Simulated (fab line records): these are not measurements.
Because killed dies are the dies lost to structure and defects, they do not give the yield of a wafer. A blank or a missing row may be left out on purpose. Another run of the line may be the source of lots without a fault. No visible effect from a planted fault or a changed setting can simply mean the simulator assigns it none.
Matching of chambers ; flow sky130 ; rie-diel-02 running SKY_VIA2_ETCH_15: 4 sister chambers
The step etches SiO2 in C4F8/O2/Ar, stops on TiN, target depth 546 nm, time 84 s. 8 wafers are shown with their chamber, then 11 later ones without.

== WAFERS WITH THEIR CHAMBER ==
wafer;chamber;oes-product-au (a.u.)
L085.3;1;0.943
L086.5;0;0.943
L088.1;3;0.939
L088.2;0;0.948
L089.1;2;0.941
L089.5;2;0.931
L089.6;3;0.939
L090.2;1;0.931

== WAFERS WITHOUT THEIR CHAMBER ==
wafer;oes-product-au (a.u.)
L090.3;0.930
L090.4;0.930
L091.1;0.940
L091.4;0.937
L091.6;0.946
L096.1;0.945
L096.2;0.944
L096.3;0.936
L096.4;0.946
L096.5;0.941
L096.6;0.938

== THE CHAMBER EACH PASSED THROUGH ==
wafer;from the rows above;in truth
L090.3;can't be placed: 2 or 1 or 3 or 0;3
L090.4;can't be placed: 2 or 1 or 3 or 0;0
L091.1;can't be placed: 3 or 1 or 2 or 0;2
L091.4;can't be placed: 1 or 2 or 3 or 0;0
L091.6;can't be placed: 0 or 3 or 1 or 2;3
L096.1;can't be placed: 0 or 3 or 1 or 2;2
L096.2;can't be placed: 0 or 3 or 1 or 2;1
L096.3;can't be placed: 2 or 1 or 3 or 0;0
L096.4;can't be placed: 0 or 3 or 1 or 2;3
L096.5;can't be placed: 3 or 1 or 0 or 2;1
L096.6;can't be placed: 1 or 3 or 2 or 0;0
Placed correctly: 0 of 11. From these rows, 11 cannot be placed; in 11 the true chamber is one of the candidates. 0 placed wrongly.
How it was worked out, from the rows above alone: a wafer's distance from a chamber is the root of the sum, over the readings, of the square of ((its reading less the chamber's mean) divided by the reading's scatter). The wafer belongs to the nearest chamber; if the next one is less than 2 further off, it can't be placed. A chamber's mean is the mean of its shown wafers. How the scatter is found: for the shown wafers, subtract from each reading the mean of its chamber, square and add these, divide the total by (wafers less chambers), then take the root.
